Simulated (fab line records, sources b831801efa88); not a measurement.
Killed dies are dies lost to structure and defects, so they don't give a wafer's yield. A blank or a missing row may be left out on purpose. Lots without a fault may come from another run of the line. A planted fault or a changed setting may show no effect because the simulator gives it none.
fab line records | flow sky130
record lots=24 wafers=72 last_day=51
route steps=708 shown POLY_GATE@229 POLY_CUT@317 SD_P@359 CONTACT@423 VIA1@470
lots that met no fault: from a run of the same line without faults
start_h: hours from the record's first day to the start of the lot's first wafer shown | wait_h: hours since the lot's step before | " the same as in the row above | L1.1+2: a row that stands for several wafers | - no value, or no start given | * or withheld: withheld | < > ~ a bound
route shown NAME@n: a module of which the file shows steps, and the number in the route of the first | usual: mean/standard deviation of fault-free wafers | same: alike in all rows | chamber/n: place in a boat | sites: the reading at each site | _std_site: their standard deviation | _edge_site: outer sites' mean less inner sites' | radius_mm: how far each site lies from the wafer's centre | mask NAME#n: copy n | behind: the tool/chamber that last shaped the wafer | hold: why the lot was held/for how many hours/how that ended | device: the transistor (n, p or np) that didn't switch | end of line: the same wafers' tests at the end of the route | a step without rows: its recipe alone | killed: dies lost to structure and defects at the first sort, not the wafer's yield | map: a wafer's dies, x killed, . not, _ none there
set.NAME: the setting as run; set.NAME@STEP: as run at that earlier step | model.NAME: the simulator's own value behind a step, which no gauge read
steps of the route over a sample of lots; a table a step, a row a wafer
services: from which hour (start_h, from the record's first day; less than 0 if before it) a tool's chamber was out of use, for how many hours, and why
## steps
# step SKY_POLY_GATE_ETCH_15
# recipe chemistry=N2/H2 target=BARC ion_energy_ev=200 source_w=500 bias_w=100 pressure_mtorr=30 n2_flow_sccm=100 h2_flow_sccm=200 stop_on=SiO2 time_s=118.5 target_depth_a=1100
# usual drypump_motor_current_A=5.6/0.47 oes_product_au=0.716/0.0047 rf_fwd_power_W=497.8/1.7 throttle_valve_pct=13.213/0.0086
# columns lot.wafer tool chamber start_h wait_h drypump_motor_current_A oes_product_au rf_fwd_power_W rf_hours_counter_h throttle_valve_pct
L074.1 rie_diel-01 0 364.78 0.0 6.3 0.710 498.3 3 13.216
L074.2 " 1 " " 5.3 0.712 498.9 33 13.201
L074.3 " 3 " " 5.9 0.712 499.0 3 13.228
L075.2 rie_diel-02 0 394.57 0.0 5.9 0.715 498.3 40 13.220
L075.3 " 2 " " 5.7 0.711 496.9 85 13.212
L075.6 " 1 " " 6.0 0.721 499.5 - 13.204
L076.1 rie_diel-01 3 396.53 0.0 6.0 0.716 500.3 4 13.214
L076.5 " 2 " " 4.8 0.720 494.7 - 13.218
L076.6 " 3 " " 5.9 0.716 496.7 - 13.222
L077.1 rie_diel-03 0 400.66 0.0 5.4 0.717 496.5 16 13.225
L077.4 " 3 " " 5.1 0.713 498.7 13 13.206
L077.5 " 2 " " 5.6 0.712 494.6 - 13.200
L079.3 rie_diel-03 3 402.86 0.0 5.1 0.715 499.2 13 13.216
L079.4 " 1 " " 5.3 0.709 496.0 1 13.207
L079.5 " 2 " " 5.7 0.710 495.9 - 13.220
L078.2 rie_diel-03 0 406.97 0.0 5.5 0.717 494.0 16 13.200
L078.4 " 1 " " 5.2 0.721 497.5 2 13.212
L078.5 " 2 " " 5.7 0.718 495.0 - 13.205
L080.3 rie_diel-01 0 417.16 0.0 6.3 0.716 499.2 3 13.206
L080.5 " 2 " " 4.7 0.716 496.4 - 13.216
L080.6 " 1 " " 5.2 0.713 497.3 - 13.225
L081.1 rie_diel-03 1 433.31 0.0 5.3 0.720 498.1 2 13.207
L081.3 " 2 " " 5.7 0.720 495.9 88 13.205
L081.6 " 1 " " 5.3 0.715 498.6 - 13.214
L082.2 rie_diel-02 0 444.97 0.0 5.9 0.717 497.4 41 13.209
L082.4 " 2 " " 5.7 0.708 498.8 86 13.207
L082.5 " 0 " " 5.9 0.711 498.0 - 13.227
L084.3 rie_diel-03 3 451.37 0.0 5.1 0.713 493.7 15 13.217
L084.4 " 0 " " 5.4 0.716 496.9 17 13.213
L084.6 " 1 " " 5.3 0.720 499.6 - 13.220
L083.1 rie_diel-01 3 451.56 0.0 6.0 0.712 499.1 5 13.207
L083.2 " 1 " " 5.2 0.716 496.8 35 13.201
L083.5 " 2 " " 4.7 0.713 497.7 - 13.226
L085.1 rie_diel-01 3 458.22 0.0 5.9 0.708 500.1 5 13.219
L085.2 " 2 " " 4.8 0.713 499.3 17 13.210
L085.3 " 0 " " 6.3 0.718 497.0 4 13.208
L086.2 rie_diel-03 0 475.28 0.0 5.5 0.713 495.7 17 13.206
L086.4 " 1 " " 5.3 0.718 496.2 3 13.231
L086.6 " 2 " " 5.7 0.722 494.4 - 13.213
L087.3 rie_diel-02 2 484.02 0.0 5.7 0.729 497.0 86 13.220
L087.4 " 3 " " 5.7 0.718 496.6 0 13.206
L087.6 " 2 " " 5.7 0.714 496.6 - 13.205
L088.1 rie_diel-02 2 490.62 0.0 5.7 0.724 499.4 86 13.214
L088.3 " 0 " " 5.9 0.727 497.1 42 13.209
L088.6 " 2 " " 5.7 0.712 496.8 - 13.214
L089.2 rie_diel-01 0 500.91 0.0 6.3 0.712 500.2 5 13.199
L089.3 " 3 " " 5.9 0.719 499.4 6 13.226
L089.5 " 1 " " 5.2 0.724 497.9 - 13.225
L090.1 rie_diel-01 0 513.62 0.0 6.3 0.716 494.2 5 13.225
L090.3 " 3 " " 5.9 0.711 500.6 6 13.222
L090.4 " 1 " " 5.2 0.718 496.8 37 13.214
L091.3 rie_diel-02 3 521.33 0.0 5.7 0.709 494.0 1 13.205
L091.5 " 3 " " 5.7 0.709 496.0 - 13.236
L091.6 " 1 " " 6.0 0.728 501.9 - 13.219
L092.3 rie_diel-01 1 524.61 0.0 5.2 0.711 499.7 37 13.196
L092.4 " 0 " " 6.3 0.716 500.0 6 13.215
L092.6 " 1 " " 5.2 0.717 498.3 - 13.214
L093.1 rie_diel-01 3 539.21 0.0 5.9 0.712 500.0 6 13.216
L093.2 " 0 " " 6.3 0.718 501.1 6 13.201
L093.3 " 1 " " 5.2 0.711 498.6 37 13.216
L094.1 rie_diel-01 1 554.76 0.0 5.2 0.713 500.4 38 13.207
L094.2 " 3 " " 6.0 0.720 499.5 7 13.218
L094.3 " 0 " " 6.3 0.713 497.2 7 13.210
L095.1 rie_diel-02 1 575.23 0.0 6.0 0.716 498.8 14 13.213
L095.3 " 3 " " 5.7 0.714 497.3 2 13.214
L095.6 " 2 " " 5.7 0.718 494.9 - 13.211
L097.1 rie_diel-03 2 593.87 0.0 5.6 0.715 497.4 0 13.219
L097.2 " 0 " " 5.5 0.722 495.2 19 13.205
L097.4 " 1 " " 5.2 0.720 499.4 5 13.217
L096.1 rie_diel-01 0 597.37 0.0 6.3 0.711 500.6 7 13.216
L096.3 " 3 " " 6.0 0.712 499.1 8 13.204
L096.4 " 2 " " 4.8 0.722 499.0 20 13.199
# step SKY_POLY_CUT_ETCH_10
# recipe chemistry=N2/H2 target=BARC ion_energy_ev=200 source_w=500 bias_w=100 pressure_mtorr=30 n2_flow_sccm=100 h2_flow_sccm=200 stop_on=SiO2 time_s=45.9 target_depth_a=600
# usual drypump_motor_current_A=5.6/0.49 oes_product_au=0.855/0.0049 rf_fwd_power_W=494.8/2.1 throttle_valve_pct=13.224/0.0098
# columns lot.wafer tool chamber start_h wait_h drypump_motor_current_A oes_product_au rf_fwd_power_W rf_hours_counter_h throttle_valve_pct
L074.1 rie_diel-03 0 551.71 0.0 5.4 0.852 495.2 19 13.209
L074.2 " 1 " " 5.3 0.854 496.4 5 13.240
L074.3 " 2 " " 5.6 0.859 491.0 0 13.225
L075.2 rie_diel-03 3 588.77 0.0 5.1 0.856 492.7 17 13.233
L075.3 " 0 " " 5.4 0.852 494.0 19 13.211
L075.6 " 0 " " 5.5 0.858 495.4 - 13.238
L076.1 rie_diel-04 1 588.91 0.0 5.9 0.858 494.3 9 13.224
L076.5 " 0 " " 5.5 0.848 494.5 - 13.218
L076.6 " 3 " " 6.6 0.856 494.5 - 13.234
L077.1 rie_diel-04 0 590.41 0.0 5.5 0.847 491.7 3 13.211
L077.4 " 2 " " 5.6 0.869 494.7 2 13.217
L077.5 " 2 " " 5.6 0.841 493.7 - 13.221
L079.3 rie_diel-01 3 594.41 0.0 6.0 0.863 497.9 8 13.225
L079.4 " 2 " " 4.8 0.856 495.8 20 13.225
L079.5 " 1 " " 5.2 0.855 496.1 - 13.237
L078.2 rie_diel-04 0 598.51 0.0 5.5 0.861 492.7 3 13.221
L078.4 " 3 " " 6.6 0.865 495.7 39 13.239
L078.5 " 3 " " 6.6 0.854 496.9 - 13.224
L080.3 rie_diel-03 2 603.97 0.0 5.7 0.848 495.1 1 13.212
L080.5 " 2 " " 5.7 0.851 494.2 - 13.215
L080.6 " 1 " " 5.2 0.853 496.8 - 13.222
L081.1 rie_diel-04 2 619.72 0.0 5.7 0.863 492.8 3 13.197
L081.3 " 0 " " 5.6 0.856 491.0 4 13.222
L081.6 " 3 " " 6.6 0.852 496.7 - 13.211
L082.2 rie_diel-03 3 631.76 0.0 5.1 0.852 494.8 18 13.223
L082.4 " 1 " " 5.2 0.859 496.3 6 13.239
L082.5 " 1 " " 5.2 0.858 494.8 - 13.226
L084.3 rie_diel-04 2 635.21 0.0 5.7 0.854 495.5 3 13.211
L084.4 " 1 " " 6.0 0.859 491.2 10 13.211
L084.6 " 0 " " 5.5 0.853 492.4 - 13.243
L083.1 rie_diel-03 3 639.42 0.0 5.1 0.849 492.8 18 13.228
L083.2 " 0 " " 5.4 0.860 493.9 21 13.222
L083.5 " 3 " " 5.1 0.850 494.3 - 13.234
L085.1 rie_diel-01 1 642.86 0.0 5.2 0.855 495.1 40 13.213
L085.2 " 3 " " 6.0 0.859 496.6 9 13.217
L085.3 " 2 " " 4.7 0.844 496.8 21 13.234
L086.2 rie_diel-01 2 659.16 0.0 4.7 0.858 497.6 21 13.223
L086.4 " 3 " " 5.9 0.852 494.4 9 13.223
L086.6 " 0 " " 6.3 0.850 498.2 - 13.222
L087.3 rie_diel-01 0 671.81 0.0 6.3 0.853 496.2 10 13.223
L087.4 " 2 " " 4.7 0.844 494.8 22 13.243
L087.6 " 1 " " 5.2 0.852 498.1 - 13.230
L088.1 rie_diel-04 2 672.16 0.0 5.6 0.859 496.2 4 13.224
L088.3 " 0 " " 5.5 0.855 490.1 4 13.240
L088.6 " 3 " " 6.6 0.854 495.3 - 13.205
L089.2 rie_diel-04 0 682.72 0.0 5.5 0.850 493.3 5 13.234
L089.3 " 1 " " 5.9 0.849 492.3 11 13.227
L089.5 " 1 " " 5.9 0.849 491.2 - 13.216
L090.1 rie_diel-01 2 692.91 0.0 4.7 0.859 494.9 22 13.220
L090.3 " 1 " " 5.2 0.854 497.5 41 13.215
L090.4 " 0 " " 6.3 0.852 498.8 10 13.231
L091.3 rie_diel-01 2 699.11 0.0 4.7 0.860 498.0 22 13.233
L091.5 " 1 " " 5.2 0.849 498.1 - 13.238
L091.6 " 0 " " 6.3 0.855 496.1 - 13.213
L092.3 rie_diel-03 0 703.16 0.0 5.4 0.858 494.9 22 13.216
L092.4 " 2 " " 5.6 0.855 493.0 3 13.218
L092.6 " 1 " " 5.3 0.857 495.8 - 13.216
L093.1 rie_diel-04 3 718.77 0.0 6.6 0.860 495.8 42 13.237
L093.2 " 0 " " 5.5 0.859 495.6 5 13.220
L093.3 " 1 " " 6.0 0.857 493.6 11 13.232
L094.1 rie_diel-04 0 731.96 0.0 5.5 0.856 492.1 6 13.242
L094.2 " 1 " " 6.0 0.853 491.7 11 13.218
L094.3 " 3 " " 6.6 0.851 495.1 42 13.222
L095.1 rie_diel-03 2 751.66 0.0 5.6 0.854 492.8 5 13.220
L095.3 " 1 " " 5.3 0.852 495.7 9 13.228
L095.6 " 1 " " 5.2 0.854 495.7 - 13.202
L097.1 rie_diel-01 3 768.16 0.0 5.9 0.860 500.3 12 13.215
L097.2 " 0 " " 6.3 0.849 496.1 12 13.226
L097.4 " 2 " " 4.7 0.858 493.4 24 13.212
L096.1 rie_diel-03 0 770.57 0.0 5.4 0.858 492.8 23 13.232
L096.3 " 2 " " 5.7 0.856 493.8 6 13.218
L096.4 " 1 " " 5.2 0.860 496.2 - 13.213
# step SKY_SD_N_RS_MEAS_17
# recipe thk_meas_gauge=four-point-probe
# usual SD_P_RS=146.9/0.44
# columns lot.wafer tool chamber start_h wait_h SD_P_RS[ohm/sq]
L074.1 film_metro-01 - 641.13 0.1 146.5
L074.2 " - " " 147.0
L074.3 " - " " 146.6
L075.2 film_metro-01 - 676.05 0.1 146.9
L075.3 " - " " 147.2
L075.6 " - " " 146.9
L076.1 film_metro-02 - 676.22 0.1 147.1
L076.5 " - " " 146.4
L076.6 " - " " 147.1
L077.1 film_metro-04 - 677.92 0.1 146.9
L077.4 " - " " 147.0
L077.5 " - " " 147.0
L079.3 film_metro-04 - 681.52 0.1 147.0
L079.4 " - " " 146.5
L079.5 " - " " 146.9
L078.2 film_metro-02 - 685.09 0.1 146.6
L078.4 " - " " 146.5
L078.5 " - " " 146.4
L080.3 film_metro-01 - 691.72 0.1 147.5
L080.5 " - " " 147.6
L080.6 " - " " 147.6
L081.1 film_metro-02 - 706.53 0.1 146.7
L081.3 " - " " 146.9
L081.6 " - " " 146.5
L082.2 film_metro-02 - 716.95 0.1 146.8
L082.4 " - " " 146.9
L082.5 " - " " 146.8
L084.3 film_metro-04 - 720.52 0.1 147.7
L084.4 " - " " 147.6
L084.6 " - " " 147.7
L083.1 film_metro-02 - 725.10 0.1 146.8
L083.2 " - " " 146.4
L083.5 " - " " 146.3
L085.1 film_metro-04 - 727.43 0.1 146.3
L085.2 " - " " 146.8
L085.3 " - " " 147.2
L086.2 film_metro-04 - 744.15 0.1 146.3
L086.4 " - " " 146.3
L086.6 " - " " 145.6
L087.3 film_metro-04 - 755.32 0.1 146.5
L087.4 " - " " 146.6
L087.6 " - " " 146.5
L088.1 film_metro-01 - 755.37 0.1 146.7
L088.3 " - " " 146.5
L088.6 " - " " 146.4
L089.2 film_metro-01 - 765.39 0.1 146.7
L089.3 " - " " 147.0
L089.5 " - " " 146.4
L090.1 film_metro-02 - 775.42 0.1 147.3
L090.3 " - " " 147.2
L090.4 " - " " 147.2
L091.3 film_metro-01 - 781.46 0.1 147.2
L091.5 " - " " 147.5
L091.6 " - " " 147.5
L092.3 film_metro-01 - 785.67 0.1 147.1
L092.4 " - " " 146.9
L092.6 " - " " 147.0
L093.1 film_metro-04 - 800.77 0.1 146.4
L093.2 " - " " 146.8
L093.3 " - " " 146.4
L094.1 film_metro-04 - 814.22 0.1 147.2
L094.2 " - " " 147.0
L094.3 " - " " 146.7
L095.1 film_metro-02 - 831.57 0.1 146.3
L095.3 " - " " 147.1
L095.6 " - " " 146.8
L097.1 film_metro-01 - 848.37 0.1 147.4
L097.2 " - " " 147.2
L097.4 " - " " 146.8
L096.1 film_metro-02 - 850.57 0.1 146.7
L096.3 " - " " 146.4
L096.4 " - " " 146.5
# step SKY_CONTACT_ETCH_17
# recipe target=SiO2 chemistry=C4F8/O2/Ar stop_on=Si3N4 mask_material=KrF-thick source_w=1500 bias_w=1200 pressure_mtorr=40 c4f8_flow_sccm=withheld O2_flow_sccm=6 Ar_flow_sccm=300 time_s=withheld target_depth_a=3400
# usual oes_product_au=0.891/0.0048 rf_fwd_power_W=1490/5.7
# columns lot.wafer tool chamber start_h wait_h oes_product_au rf_fwd_power_W
L074.1 rie_diel-02 1 729.50 0.0 0.892 1496
L074.2 " 2 " " 0.892 1494
L074.3 " 3 " " 0.884 1491
L075.2 rie_diel-01 0 761.70 0.0 0.894 1485
L075.3 " 2 " " 0.887 1499
L075.6 " 0 " " 0.893 1494
L076.1 rie_diel-02 2 762.82 0.0 0.900 1484
L076.5 " 2 " " 0.892 1492
L076.6 " 3 " " 0.893 1487
L077.1 rie_diel-01 0 764.05 0.0 0.894 1491
L077.4 " 2 " " 0.889 1487
L077.5 " 0 " " 0.889 1486
L079.3 rie_diel-01 0 767.20 0.0 0.898 1492
L079.4 " 2 " " 0.887 1490
L079.5 " 2 " " 0.882 1490
L078.2 rie_diel-02 0 770.96 0.0 0.896 1494
L078.4 " 1 " " 0.884 1493
L078.5 " 1 " " 0.882 1490
L080.3 rie_diel-01 1 779.15 0.0 0.899 1489
L080.5 " 2 " " 0.890 1493
L080.6 " 3 " " 0.894 1495
L081.1 rie_diel-02 1 791.05 0.0 0.891 1496
L081.3 " 3 " " 0.892 1488
L081.6 " 3 " " 0.891 1487
L082.2 rie_diel-02 1 801.76 0.0 0.895 1497
L082.4 " 3 " " 0.887 1495
L082.5 " 0 " " 0.890 1494
L084.3 rie_diel-03 0 805.97 0.0 0.887 1482
L084.4 " 1 " " 0.891 1496
L084.6 " 0 " " 0.892 1482
L083.1 rie_diel-02 0 809.67 0.0 0.896 1484
L083.2 " 1 " " 0.885 1484
L083.5 " 0 " " 0.900 1488
L085.1 rie_diel-01 3 812.21 0.0 0.893 1495
L085.2 " 2 " " 0.892 1485
L085.3 " 0 " " 0.898 1493
L086.2 rie_diel-03 2 828.72 0.0 0.882 1482
L086.4 " 0 " " 0.888 1485
L086.6 " 2 " " 0.886 1482
L087.3 rie_diel-03 2 838.46 0.0 0.890 1490
L087.4 " 1 " " 0.891 1493
L087.6 " 2 " " 0.878 1485
L088.1 rie_diel-01 2 840.77 0.0 0.892 1491
L088.3 " 0 " " 0.888 1489
L088.6 " 2 " " 0.884 1490
L089.2 rie_diel-03 3 847.96 0.0 0.890 1481
L089.3 " 1 " " 0.888 1479
L089.5 " 3 " " 0.880 1488
L090.1 rie_diel-01 3 858.92 0.0 0.894 1493
L090.3 " 1 " " 0.897 1496
L090.4 " 0 " " 0.890 1487
L091.3 rie_diel-01 0 863.22 0.0 0.896 1492
L091.5 " 2 " " 0.887 1492
L091.6 " 1 " " 0.887 1496
L092.3 rie_diel-02 0 868.37 0.0 0.897 1490
L092.4 " 1 " " 0.892 1492
L092.6 " 0 " " 0.886 1496
L093.1 rie_diel-01 3 883.56 0.0 0.893 1499
L093.2 " 2 " " 0.895 1497
L093.3 " 1 " " 0.883 1505
L094.1 rie_diel-03 3 896.66 0.0 0.889 1488
L094.2 " 2 " " 0.894 1483
L094.3 " 1 " " 0.893 1493
L095.1 rie_diel-01 1 912.91 0.0 0.892 1494
L095.3 " 3 " " 0.884 1491
L095.6 " 1 " " 0.884 1497
L097.1 rie_diel-01 2 927.81 0.0 0.896 1502
L097.2 " 0 " " 0.892 1495
L097.4 " 3 " " 0.892 1484
L096.1 rie_diel-03 2 930.21 0.0 0.897 1498
L096.3 " 1 " " 0.894 1485
L096.4 " 0 " " 0.896 1472
# step SKY_CONTACT_STRIP_19
# recipe chemistry=O2/N2 power_w=1400 pressure_mtorr=1500 platen_temp_c=withheld o2_flow_sccm=3000 n2_flow_sccm=300 overash_fraction=0.5
# usual drypump_motor_current_A=5.7/0.5 oes_product_au=0.382/0.0049 strip_time_to_endpoint_s=3.65/0.032
# columns lot.wafer tool chamber start_h wait_h drypump_motor_current_A oes_product_au rf_hours_counter_h strip_time_to_endpoint_s
L074.1 plasma_asher-03 1 729.59 - 5.5 0.382 94 3.68
L074.2 " 0 " " 6.5 0.385 94 3.69
L074.3 " 1 " " 5.5 0.378 - 3.71
L075.2 plasma_asher-01 1 761.79 - 5.9 0.382 2 3.65
L075.3 " 1 " " 5.9 0.378 - 3.68
L075.6 " 0 " " 5.5 0.379 - 3.64
L076.1 plasma_asher-03 1 762.91 - 5.5 0.384 98 3.69
L076.5 " 0 " " 6.5 0.395 - 3.69
L076.6 " 1 " " 5.5 0.382 - 3.67
L077.1 plasma_asher-02 0 764.14 - 5.7 0.384 62 3.61
L077.4 " 0 " " 5.7 0.384 - 3.63
L077.5 " 1 " " 4.9 0.375 - 3.62
L079.3 plasma_asher-01 1 767.33 - 5.9 0.387 - 3.61
L079.4 " 0 " " 5.5 0.377 - 3.66
L079.5 " 1 " " 5.9 0.383 - 3.65
L078.2 plasma_asher-03 0 771.05 - 6.5 0.388 98 3.66
L078.4 " 1 " " 5.5 0.374 - 3.65
L078.5 " 1 " " 5.5 0.397 - 3.67
L080.3 plasma_asher-02 0 779.28 - 5.7 0.389 - 3.65
L080.5 " 1 " " 4.9 0.383 - 3.68
L080.6 " 0 " " 5.7 0.380 - 3.63
L081.1 plasma_asher-03 0 791.14 - 6.5 0.385 100 3.68
L081.3 " 0 " " 6.5 0.384 - 3.68
L081.6 " 0 " " 6.5 0.387 - 3.66
L082.2 plasma_asher-03 0 801.85 - 6.5 0.386 101 3.67
L082.4 " 0 " " 6.5 0.385 - 3.65
L082.5 " 0 " " 6.5 0.384 - 3.62
L084.3 plasma_asher-03 1 806.09 - 5.5 0.381 - 3.63
L084.4 " 0 " " 6.5 0.380 - 3.60
L084.6 " 1 " " 5.5 0.376 - 3.62
L083.1 plasma_asher-03 1 809.76 - 5.5 0.384 102 3.66
L083.2 " 0 " " 6.5 0.384 102 3.71
L083.5 " 1 " " 5.4 0.380 - 3.67
L085.1 plasma_asher-02 0 812.30 - 5.7 0.373 67 3.64
L085.2 " 1 " " 4.9 0.386 67 3.69
L085.3 " 0 " " 5.7 0.379 - 3.64
L086.2 plasma_asher-02 1 828.81 - 4.9 0.385 69 3.68
L086.4 " 1 " " 4.8 0.383 - 3.69
L086.6 " 0 " " 5.7 0.382 - 3.68
L087.3 plasma_asher-02 0 838.58 - 5.7 0.394 - 3.67
L087.4 " 1 " " 4.9 0.388 - 3.64
L087.6 " 1 " " 4.9 0.382 - 3.66
L088.1 plasma_asher-01 0 840.86 - 5.5 0.387 10 3.67
L088.3 " 0 " " 5.5 0.380 - 3.63
L088.6 " 1 " " 5.9 0.380 - 3.65
L089.2 plasma_asher-01 0 848.05 - 5.5 0.386 11 3.66
L089.3 " 1 " " 5.9 0.385 - 3.67
L089.5 " 0 " " 5.5 0.386 - 3.66
L090.1 plasma_asher-01 1 859.01 - 5.9 0.380 12 3.61
L090.3 " 0 " " 5.5 0.379 - 3.61
L090.4 " 1 " " 5.9 0.383 - 3.64
L091.3 plasma_asher-03 1 863.34 - 5.4 0.388 - 3.63
L091.5 " 1 " " 5.5 0.380 - 3.68
L091.6 " 0 " " 6.5 0.386 - 3.61
L092.3 plasma_asher-01 0 868.49 - 5.5 0.388 - 3.63
L092.4 " 1 " " 5.9 0.386 - 3.66
L092.6 " 0 " " 5.5 0.385 - 3.62
L093.1 plasma_asher-01 1 883.65 - 5.9 0.384 14 3.60
L093.2 " 0 " " 5.5 0.380 14 3.66
L093.3 " 0 " " 5.5 0.378 - 3.63
L094.1 plasma_asher-02 1 896.75 - 4.9 0.386 76 3.65
L094.2 " 0 " " 5.7 0.382 76 3.67
L094.3 " 1 " " 4.9 0.383 - 3.65
L095.1 plasma_asher-01 1 913.00 - 5.9 0.387 17 3.60
L095.3 " 1 " " 5.9 0.377 - 3.63
L095.6 " 1 " " 5.9 0.375 - 3.59
L097.1 plasma_asher-02 0 927.90 - 5.8 0.385 79 3.64
L097.2 " 1 " " 4.9 0.388 79 3.61
L097.4 " 0 " " 5.8 0.386 - 3.59
L096.1 plasma_asher-03 0 930.30 - 6.5 0.378 113 3.64
L096.3 " 1 " " 5.5 0.379 - 3.63
L096.4 " 0 " " 6.5 0.389 - 3.67
# step SKY_VIA1_CD_MEAS_12
# recipe target_cd_nm=150
# usual cd_nm=149.9/1.8
# columns lot.wafer tool chamber start_h wait_h cd_nm
L074.1 cd_sem-01 - 786.46 - 150.0
L074.2 " - " " 147.8
L074.3 " - " " 149.0
L075.2 cd_sem-01 - 818.75 - 151.7
L075.3 " - " " 151.5
L075.6 " - " " 151.6
L076.1 cd_sem-01 - 819.71 - 150.1
L076.5 " - " " 148.4
L076.6 " - " " 148.5
L077.1 cd_sem-01 - 820.06 - 148.8
L077.4 " - " " 147.9
L077.5 " - " " 148.1
L079.3 cd_sem-01 - 822.75 - 150.8
L079.4 " - " " 151.1
L079.5 " - " " 152.1
L078.2 cd_sem-01 - 826.03 - 149.4
L078.4 " - " " 148.6
L078.5 " - " " 150.0
L080.3 cd_sem-02 - 835.55 - 150.3
L080.5 " - " " 150.8
L080.6 " - " " 151.0
L081.1 cd_sem-01 - 847.41 - 151.0
L081.3 " - " " 151.4
L081.6 " - " " 151.1
L082.2 cd_sem-02 - 857.28 - 148.3
L082.4 " - " " 149.0
L082.5 " - " " 148.4
L084.3 cd_sem-02 - 861.10 - 146.0
L084.4 " - " " 146.6
L084.6 " - " " 145.4
L083.1 cd_sem-01 - 864.56 - 151.2
L083.2 " - " " 149.7
L083.5 " - " " 151.1
L085.1 cd_sem-01 - 866.51 - 150.4
L085.2 " - " " 150.3
L085.3 " - " " 150.5
L086.2 cd_sem-01 - 883.58 - 150.3
L086.4 " - " " 150.1
L086.6 " - " " 150.1
L087.3 cd_sem-02 - 893.50 - 147.6
L087.4 " - " " 147.5
L087.6 " - " " 147.3
L088.1 cd_sem-01 - 895.51 - 151.5
L088.3 " - " " 150.4
L088.6 " - " " 152.4
L089.2 cd_sem-02 - 903.30 - 149.5
L089.3 " - " " 150.1
L089.5 " - " " 151.9
L090.1 cd_sem-02 - 913.06 - 152.5
L090.3 " - " " 152.8
L090.4 " - " " 151.4
L091.3 cd_sem-01 - 917.05 - 153.4
L091.5 " - " " 151.2
L091.6 " - " " 152.4
L092.3 cd_sem-01 - 922.25 - 150.2
L092.4 " - " " 147.9
L092.6 " - " " 147.9
L093.1 cd_sem-01 - 935.61 - 152.3
L093.2 " - " " 150.7
L093.3 " - " " 150.9
L094.1 cd_sem-01 - 948.66 - 145.6
L094.2 " - " " 146.6
L094.3 " - " " 144.9
L095.1 cd_sem-02 - 964.76 - 148.8
L095.3 " - " " 151.8
L095.6 " - " " 149.9
L097.1 cd_sem-02 - 989.71 - 150.0
L097.2 " - " " 149.7
L097.4 " - " " 148.3
L096.1 cd_sem-01 - 990.06 - 151.3
L096.3 " - " " 150.7
L096.4 " - " " 151.0
## services
# columns tool chamber start_h hours kind
rie_diel-02 0 350.47 1.4 repair
rie_diel-04 - 365.79 3.3 repair
rie_diel-01 - 370.17 1.1 repair
rie_diel-03 1 372.79 12.8 repair
rie_diel-01 3 413.34 5.1 repair
rie_diel-03 - 462.14 0.3 repair
rie_diel-03 2 500.49 11.0 repair
rie_diel-02 - 510.12 0.2 repair
rie_diel-03 3 511.68 1.7 repair
rie_diel-02 - 545.07 10.5 repair
rie_diel-03 1 571.21 10.0 repair
rie_diel-03 - 598.55 2.8 pm
rie_diel-02 3 599.38 13.3 repair
rie_diel-03 0 602.15 2.0 repair
rie_diel-03 3 614.73 10.0 repair
rie_diel-02 - 655.58 0.3 repair
rie_diel-03 1 679.71 2.7 repair
rie_diel-02 - 689.08 0.9 repair
rie_diel-03 0 723.93 13.7 repair
rie_diel-03 3 769.46 4.5 repair
rie_diel-03 0 774.88 7.7 repair
rie_diel-02 1 780.02 6.7 repair
rie_diel-03 3 800.84 39.9 repair
rie_diel-01 3 825.12 16.6 repair
## key
fault none
